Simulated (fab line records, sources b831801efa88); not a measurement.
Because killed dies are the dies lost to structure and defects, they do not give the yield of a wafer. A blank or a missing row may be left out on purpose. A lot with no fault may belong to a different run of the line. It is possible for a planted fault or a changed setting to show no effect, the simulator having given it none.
fab line records ; flow sky130
record lots=12; wafers=36; last_day=50
route steps=708 shown CONTACT@407
lots untouched by any fault: they come from a run of this same line in which no faults occurred
start_h: hours from the record's opening day to when the first of the lot's shown wafers began ; wait_h: how many hours have passed since the lot's step before this one ; " unchanged from the row above ; L1.1+2: one row covering several wafers at once ; - no value, or no start given ; * or withheld: withheld ; < > ~ a bound
route shown NAME@n: NAME is a module with steps in the file, n the number in the route of the first one ; usual: average and standard deviation across the fault-free wafers ; same: alike in all rows ; chamber/n: place in a boat ; sites: readings site by site ; _std_site: their standard deviation ; _edge_site: the outer-site mean with the inner-site mean subtracted ; radius_mm: for every site, how far away it sits from the centre of the wafer ; mask NAME#n: copy n ; behind: the last tool/chamber to shape the wafer ; hold: why the lot went on hold/how many hours it stayed there/how the hold came to an end ; device: names the non-switching transistor (n, p or np) ; end of line: the same wafers' tests at the end of the route ; where a step has no rows: the recipe by itself ; killed: at the first sort, the dies lost to defects and structure; wafer yield is something else ; map: a wafer's dies, marking killed ones x, the rest . and places with no die _
set.NAME: setting as actually run; set.NAME@STEP: the setting as run at that earlier step ; model.NAME: the simulator's own value behind a step, which no gauge read
one table for each step of the route and one row for each wafer, over a sample of lots
services: from which hour (start_h, from the record's first day; less than 0 if before it) a tool's chamber was out of use, for how many hours, and why
## steps
# step SKY_CONTACT_THK_MEAS_01
# recipe reads=Si3N4_of_CONTACT_CVD_00
# usual CONTACT_CVD_00_THK=75.4/0.94
lot.wafer;tool;chamber;start_h;wait_h;CONTACT_CVD_00_THK[nm]
L633.3;film_metro-01;-;706.27;-;74.5
L633.4;film_metro-01;-;706.27;-;74.6
L633.5;film_metro-01;-;706.27;-;76.6
L637.1;film_metro-01;-;738.58;-;75.7
L637.3;film_metro-01;-;738.58;-;75.6
L637.6;film_metro-01;-;738.58;-;76.7
L640.2;film_metro-01;-;763.68;-;75.8
L640.3;film_metro-01;-;763.68;-;75.7
L640.6;film_metro-01;-;763.68;-;74.9
L641.3;film_metro-02;-;772.50;-;75.4
L641.5;film_metro-02;-;772.50;-;75.9
L641.6;film_metro-02;-;772.50;-;76.2
L642.1;film_metro-01;-;779.57;-;74.1
L642.4;film_metro-01;-;779.57;-;75.3
L642.6;film_metro-01;-;779.57;-;77.3
L643.4;film_metro-01;-;786.65;-;76.8
L643.5;film_metro-01;-;786.65;-;77.0
L643.6;film_metro-01;-;786.65;-;75.6
L644.1;film_metro-01;-;798.12;-;75.8
L644.2;film_metro-01;-;798.12;-;75.4
L644.6;film_metro-01;-;798.12;-;76.5
L652.1;film_metro-03;-;855.17;-;75.3
L652.4;film_metro-03;-;855.17;-;76.6
L652.6;film_metro-03;-;855.17;-;75.7
L653.2;film_metro-02;-;862.17;-;75.0
L653.3;film_metro-02;-;862.17;-;74.9
L653.5;film_metro-02;-;862.17;-;76.6
L654.2;film_metro-03;-;864.73;-;73.6
L654.5;film_metro-03;-;864.73;-;74.9
L654.6;film_metro-03;-;864.73;-;75.8
L655.1;film_metro-03;-;875.70;-;74.6
L655.2;film_metro-03;-;875.70;-;74.1
L655.5;film_metro-03;-;875.70;-;76.5
L656.2;film_metro-03;-;882.67;-;75.9
L656.3;film_metro-03;-;882.67;-;75.3
L656.6;film_metro-03;-;882.67;-;75.6
# step SKY_CONTACT_CMP_04
# recipe material=SiO2; down_force_psi=4; platen_rpm=60; pad_velocity_m_s=0.94248
# usual motor_current_A=11.8/1.5; time_to_endpoint_s=83/5
lot.wafer;tool;chamber;start_h;wait_h;motor_current_A;time_to_endpoint_s
L633.3;cmp-01;0;706.44;0.0;10.1;83
L633.4;cmp-01;2;706.44;0.0;12.8;82
L633.5;cmp-01;1;706.44;0.0;14.7;80
L637.3;cmp-02;3;738.90;0.1;12.6;84
L637.1;cmp-02;0;738.90;0.1;12.3;83
L637.6;cmp-02;2;738.90;0.1;11.7;80
L640.2;cmp-01;0;763.90;0.1;10.2;82
L640.3;cmp-01;2;763.90;0.1;12.3;86
L640.6;cmp-01;0;763.90;0.1;10.8;81
L641.3;cmp-01;1;772.77;0.1;14.4;81
L641.6;cmp-01;3;772.77;0.1;11.9;82
L641.5;cmp-01;0;772.77;0.1;10.7;80
L642.1;cmp-02;0;779.81;0.1;13.0;82
L642.4;cmp-02;1;779.81;0.1;9.0;83
L642.6;cmp-02;0;779.81;0.1;12.7;81
L643.4;cmp-02;0;786.85;0.1;13.1;73
L643.5;cmp-02;3;786.85;0.1;12.0;84
L643.6;cmp-02;0;786.85;0.1;12.5;80
L644.1;cmp-01;2;798.31;0.1;12.0;87
L644.2;cmp-01;3;798.31;0.1;11.6;87
L644.6;cmp-01;3;798.31;0.1;11.4;88
L652.1;cmp-01;0;855.41;0.1;10.3;86
L652.4;cmp-01;1;855.41;0.1;13.9;83
L652.6;cmp-01;0;855.41;0.1;9.7;88
L653.2;cmp-01;3;862.54;0.2;11.3;90
L653.3;cmp-01;0;862.54;0.2;10.1;91
L653.5;cmp-01;3;862.54;0.2;11.3;85
L654.2;cmp-01;0;865.01;0.1;10.2;90
L654.5;cmp-01;2;865.01;0.1;11.6;84
L654.6;cmp-01;3;865.01;0.1;12.0;88
L655.1;cmp-01;1;875.89;0.1;15.0;85
L655.2;cmp-01;2;875.89;0.1;12.1;86
L655.5;cmp-01;1;875.89;0.1;15.1;86
L656.3;cmp-01;0;883.10;0.2;9.9;83
L656.2;cmp-01;2;883.10;0.2;12.5;94
L656.6;cmp-01;0;883.10;0.2;10.0;85
# step SKY_CONTACT_CD_MEAS_14
# recipe target_cd_nm=170
# usual cd_nm=170.1/1.3
lot.wafer;tool;chamber;start_h;wait_h;cd_nm
L633.3;cd_sem-01;-;734.40;-;168.6
L633.4;cd_sem-01;-;734.40;-;167.8
L633.5;cd_sem-01;-;734.40;-;167.9
L637.1;cd_sem-02;-;766.32;-;170.7
L637.3;cd_sem-02;-;766.32;-;170.3
L637.6;cd_sem-02;-;766.32;-;169.9
L640.2;cd_sem-01;-;790.64;-;169.7
L640.3;cd_sem-01;-;790.64;-;169.5
L640.6;cd_sem-01;-;790.64;-;169.3
L641.3;cd_sem-01;-;799.36;-;172.4
L641.5;cd_sem-01;-;799.36;-;171.3
L641.6;cd_sem-01;-;799.36;-;171.0
L642.1;cd_sem-02;-;805.43;-;169.6
L642.4;cd_sem-02;-;805.43;-;170.4
L642.6;cd_sem-02;-;805.43;-;170.4
L643.4;cd_sem-01;-;814.03;-;168.7
L643.5;cd_sem-01;-;814.03;-;167.8
L643.6;cd_sem-01;-;814.03;-;167.5
L644.1;cd_sem-02;-;825.13;-;171.0
L644.2;cd_sem-02;-;825.13;-;170.6
L644.6;cd_sem-02;-;825.13;-;171.4
L652.1;cd_sem-01;-;881.52;-;169.6
L652.4;cd_sem-01;-;881.52;-;169.8
L652.6;cd_sem-01;-;881.52;-;170.7
L653.2;cd_sem-02;-;889.04;-;169.7
L653.3;cd_sem-02;-;889.04;-;169.6
L653.5;cd_sem-02;-;889.04;-;168.8
L654.2;cd_sem-02;-;891.74;-;169.5
L654.5;cd_sem-02;-;891.74;-;170.4
L654.6;cd_sem-02;-;891.74;-;170.1
L655.1;cd_sem-01;-;901.07;-;167.9
L655.2;cd_sem-01;-;901.07;-;168.7
L655.5;cd_sem-01;-;901.07;-;167.8
L656.2;cd_sem-01;-;908.55;-;172.0
L656.3;cd_sem-01;-;908.55;-;171.2
L656.6;cd_sem-01;-;908.55;-;171.4
# step SKY_CONTACT_CVD_24
# recipe material=W; target_thk_nm=340; time_s=102.12; temp_c=400; pressure_torr=40
# usual heater_power_w=951/62
lot.wafer;tool;chamber;start_h;wait_h;heater_power_w
L633.3;cvd_w-01;1;735.37;0.1;974
L633.4;cvd_w-01;0;735.37;0.1;984
L633.5;cvd_w-01;0;735.37;0.1;927
L637.1;cvd_w-01;1;767.26;0.0;985
L637.3;cvd_w-01;1;767.26;0.0;1006
L637.6;cvd_w-01;1;767.26;0.0;996
L640.2;cvd_w-01;0;791.63;0.1;925
L640.3;cvd_w-01;0;791.63;0.1;932
L640.6;cvd_w-01;1;791.63;0.1;1013
L641.3;cvd_w-02;1;800.45;0.1;853
L641.5;cvd_w-02;1;800.45;0.1;845
L641.6;cvd_w-02;1;800.45;0.1;878
L642.1;cvd_w-01;1;806.47;0.1;1023
L642.4;cvd_w-01;0;806.47;0.1;940
L642.6;cvd_w-01;0;806.47;0.1;935
L643.4;cvd_w-02;0;815.05;0.1;1029
L643.5;cvd_w-02;1;815.05;0.1;850
L643.6;cvd_w-02;0;815.05;0.1;1011
L644.1;cvd_w-02;0;826.07;0.0;1011
L644.2;cvd_w-02;1;826.07;0.0;849
L644.6;cvd_w-02;1;826.07;0.0;853
L652.1;cvd_w-01;1;882.51;0.0;994
L652.4;cvd_w-01;1;882.51;0.0;993
L652.6;cvd_w-01;1;882.51;0.0;1011
L653.2;cvd_w-02;1;889.96;0.0;858
L653.3;cvd_w-02;1;889.96;0.0;864
L653.5;cvd_w-02;1;889.96;0.0;859
L654.2;cvd_w-02;1;892.66;0.0;858
L654.5;cvd_w-02;1;892.66;0.0;868
L654.6;cvd_w-02;0;892.66;0.0;1013
L655.1;cvd_w-01;0;902.04;0.0;959
L655.2;cvd_w-01;1;902.04;0.0;976
L655.5;cvd_w-01;0;902.04;0.0;953
L656.2;cvd_w-02;0;909.48;0.0;1018
L656.3;cvd_w-02;0;909.48;0.0;1017
L656.6;cvd_w-02;1;909.48;0.0;855
# step SKY_CONTACT_RS_MEAS_25
# recipe thk_meas_gauge=four-point-probe; reads=W_of_CONTACT_CVD_24+TiN_of_CONTACT_SPUTTER_23
# usual CONTACT_W_RS=0.340/0.0033
lot.wafer;tool;chamber;start_h;wait_h;CONTACT_W_RS[ohm/sq]
L633.3;film_metro-01;-;735.49;0.1;0.336
L633.4;film_metro-01;-;735.49;0.1;0.337
L633.5;film_metro-01;-;735.49;0.1;0.339
L637.1;film_metro-03;-;767.37;0.1;0.338
L637.3;film_metro-03;-;767.37;0.1;0.339
L637.6;film_metro-03;-;767.37;0.1;0.340
L640.2;film_metro-02;-;791.76;0.1;0.333
L640.3;film_metro-02;-;791.76;0.1;0.334
L640.6;film_metro-02;-;791.76;0.1;0.332
L641.3;film_metro-02;-;800.64;0.2;0.346
L641.5;film_metro-02;-;800.64;0.2;0.345
L641.6;film_metro-02;-;800.64;0.2;0.342
L642.1;film_metro-02;-;806.58;0.1;0.346
L642.4;film_metro-02;-;806.58;0.1;0.342
L642.6;film_metro-02;-;806.58;0.1;0.342
L643.4;film_metro-01;-;815.19;0.1;0.237
L643.5;film_metro-01;-;815.19;0.1;0.238
L643.6;film_metro-01;-;815.19;0.1;0.238
L644.1;film_metro-01;-;826.18;0.1;0.238
L644.2;film_metro-01;-;826.18;0.1;0.238
L644.6;film_metro-01;-;826.18;0.1;0.236
L652.1;film_metro-01;-;882.62;0.1;0.342
L652.4;film_metro-01;-;882.62;0.1;0.339
L652.6;film_metro-01;-;882.62;0.1;0.344
L653.2;film_metro-02;-;890.09;0.1;0.340
L653.3;film_metro-02;-;890.09;0.1;0.338
L653.5;film_metro-02;-;890.09;0.1;0.343
L654.2;film_metro-01;-;892.79;0.1;0.341
L654.5;film_metro-01;-;892.79;0.1;0.340
L654.6;film_metro-01;-;892.79;0.1;0.345
L655.1;film_metro-03;-;902.15;0.1;0.339
L655.2;film_metro-03;-;902.15;0.1;0.334
L655.5;film_metro-03;-;902.15;0.1;0.334
L656.2;film_metro-01;-;909.61;0.1;0.336
L656.3;film_metro-01;-;909.61;0.1;0.342
L656.6;film_metro-01;-;909.61;0.1;0.342
# step SKY_CONTACT_THK_MEAS_26
# recipe thk_meas_gauge=xrf; reads=W_of_CONTACT_CVD_24
# usual CONTACT_W_THK=346/4.4
lot.wafer;tool;chamber;start_h;wait_h;CONTACT_W_THK[nm]
L633.3;film_metro-01;-;735.59;0.1;354
L633.4;film_metro-01;-;735.59;0.1;351
L633.5;film_metro-01;-;735.59;0.1;352
L637.1;film_metro-03;-;767.49;0.1;343
L637.3;film_metro-03;-;767.49;0.1;341
L637.6;film_metro-03;-;767.49;0.1;341
L640.2;film_metro-02;-;791.87;0.1;352
L640.3;film_metro-02;-;791.87;0.1;355
L640.6;film_metro-02;-;791.87;0.1;352
L641.3;film_metro-02;-;800.74;0.1;340
L641.5;film_metro-02;-;800.74;0.1;340
L641.6;film_metro-02;-;800.74;0.1;343
L642.1;film_metro-02;-;806.70;0.1;342
L642.4;film_metro-02;-;806.70;0.1;341
L642.6;film_metro-02;-;806.70;0.1;341
L643.4;film_metro-01;-;815.28;0.1;500
L643.5;film_metro-01;-;815.28;0.1;502
L643.6;film_metro-01;-;815.28;0.1;503
L644.1;film_metro-01;-;826.30;0.1;495
L644.2;film_metro-01;-;826.30;0.1;502
L644.6;film_metro-01;-;826.30;0.1;507
L652.1;film_metro-01;-;882.74;0.1;342
L652.4;film_metro-01;-;882.74;0.1;345
L652.6;film_metro-01;-;882.74;0.1;339
L653.2;film_metro-02;-;890.20;0.1;345
L653.3;film_metro-02;-;890.20;0.1;347
L653.5;film_metro-02;-;890.20;0.1;343
L654.2;film_metro-01;-;892.90;0.1;345
L654.5;film_metro-01;-;892.90;0.1;347
L654.6;film_metro-01;-;892.90;0.1;342
L655.1;film_metro-03;-;902.27;0.1;339
L655.2;film_metro-03;-;902.27;0.1;344
L655.5;film_metro-03;-;902.27;0.1;345
L656.2;film_metro-01;-;909.72;0.1;352
L656.3;film_metro-01;-;909.72;0.1;345
L656.6;film_metro-01;-;909.72;0.1;346
# step SKY_CONTACT_CMP_27
# recipe stop_on=SiO2; t_overpolish_s=15; down_force_psi=3.5; platen_rpm=60; target_thk_nm=0; pad_velocity_m_s=0.94248
# usual motor_current_A=10.7/1.4; time_to_endpoint_s=82/3.3
lot.wafer;tool;chamber;start_h;wait_h;motor_current_A;time_to_endpoint_s
L633.3;cmp-01;2;735.68;0.1;11.5;81
L633.4;cmp-01;0;735.68;0.1;9.2;83
L633.5;cmp-01;2;735.68;0.1;11.6;80
L637.3;cmp-02;2;767.60;0.1;10.5;79
L637.1;cmp-02;3;767.60;0.1;11.7;84
L637.6;cmp-02;1;767.60;0.1;8.8;83
L640.3;cmp-02;2;791.97;0.1;11.2;79
L640.2;cmp-02;0;791.97;0.1;12.4;79
L640.6;cmp-02;1;791.97;0.1;8.5;83
L641.3;cmp-02;3;800.93;0.2;11.9;82
L641.5;cmp-02;0;800.93;0.2;11.9;80
L641.6;cmp-02;1;800.93;0.2;8.1;80
L642.1;cmp-02;1;806.76;0.1;8.9;81
L642.4;cmp-02;3;806.76;0.1;11.2;84
L642.6;cmp-02;2;806.76;0.1;11.3;78
L643.4;cmp-01;2;815.41;0.1;10.9;123
L643.5;cmp-01;0;815.41;0.1;9.2;120
L643.6;cmp-01;1;815.41;0.1;12.8;121
L644.2;cmp-01;1;826.46;0.1;13.1;119
L644.1;cmp-01;2;826.46;0.1;10.6;115
L644.6;cmp-01;3;826.46;0.1;10.8;116
L652.1;cmp-01;1;882.85;0.1;13.9;81
L652.4;cmp-01;2;882.85;0.1;10.6;77
L652.6;cmp-01;1;882.85;0.1;12.3;79
L653.2;cmp-01;3;890.25;0.0;10.3;86
L653.3;cmp-01;1;890.25;0.0;12.4;89
L653.5;cmp-01;0;890.25;0.0;9.2;85
L654.2;cmp-01;2;893.00;0.1;10.7;83
L654.6;cmp-01;1;893.00;0.1;13.6;83
L654.5;cmp-01;2;893.00;0.1;11.0;84
L655.2;cmp-02;2;902.33;0.0;10.5;80
L655.1;cmp-02;1;902.33;0.0;8.4;81
L655.5;cmp-02;3;902.33;0.0;11.3;84
L656.2;cmp-01;3;909.77;0.0;10.2;85
L656.3;cmp-01;2;909.77;0.0;9.9;80
L656.6;cmp-01;0;909.77;0.0;8.7;84
## services
tool;chamber;start_h;hours;kind
cmp-02;-;685.07;2.3;repair
cmp-01;-;705.43;0.4;repair
cmp-01;-;716.01;1.7;repair
cmp-01;-;718.97;5.5;pm
cmp-02;-;744.00;4.0;pm
cvd_w-02;-;744.61;0.8;repair
cmp-02;-;748.00;-;consumable_replace:conditioner
cmp-02;-;748.00;-;consumable_replace:pad
cvd_w-01;-;760.06;0.5;repair
cmp-02;-;771.70;7.8;repair
cvd_w-02;1;780.99;5.8;repair
cvd_w-02;0;791.13;10.5;repair
cmp-02;-;793.49;3.2;repair
cmp-01;-;802.23;0.9;repair
cmp-02;-;825.09;4.3;pm
cmp-02;-;830.75;5.3;pm
cvd_w-01;-;838.66;4.3;pm
cmp-02;-;842.23;0.2;repair
cvd_w-01;0;850.01;6.5;repair
cmp-02;-;855.82;13.4;pm
cvd_w-01;-;862.91;0.5;repair
cvd_w-01;-;904.00;14.0;pm
cvd_w-01;0;904.00;14.0;vent_cycle
cvd_w-01;1;904.00;14.0;vent_cycle
## key
first_sign step=SKY_CONTACT_RS_MEAS_25; reading=CONTACT_W_RS; direction=down; sigmas=31; usual=0.340; struck=0.238
effect step=SKY_CONTACT_THK_MEAS_26; reading=CONTACT_W_THK; direction=up; sigmas=35; usual=346; struck=502
effect step=SKY_CONTACT_CMP_27; reading=time_to_endpoint_s; direction=up; sigmas=11; usual=*; struck=*
met_at SKY_CONTACT_CVD_24
struck_lots L643,L644
tester_left_out L643,L644
not_acting_at SKY_CONTACT_THK_MEAS_01,SKY_CONTACT_CMP_04,SKY_CONTACT_CD_MEAS_14
onset_between 800.45 815.05
fault kind=process_parameter_drift; tool=cvd_w-02; chamber=-; onset_h=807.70; steps=SKY_CONTACT_CVD_24; channel=target_thk_nm; offset=147.35; shape=step; end_h=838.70; acts_in=these_recipes_only; stated=340
# tester_left_out: of these lots the tester's yield and bins aren't shown, on N5 and GAA mostly nor the transistor test; their killed dies are dies lost to structure and defects alone, not to doping, threshold or leakage, so they don't give the yield
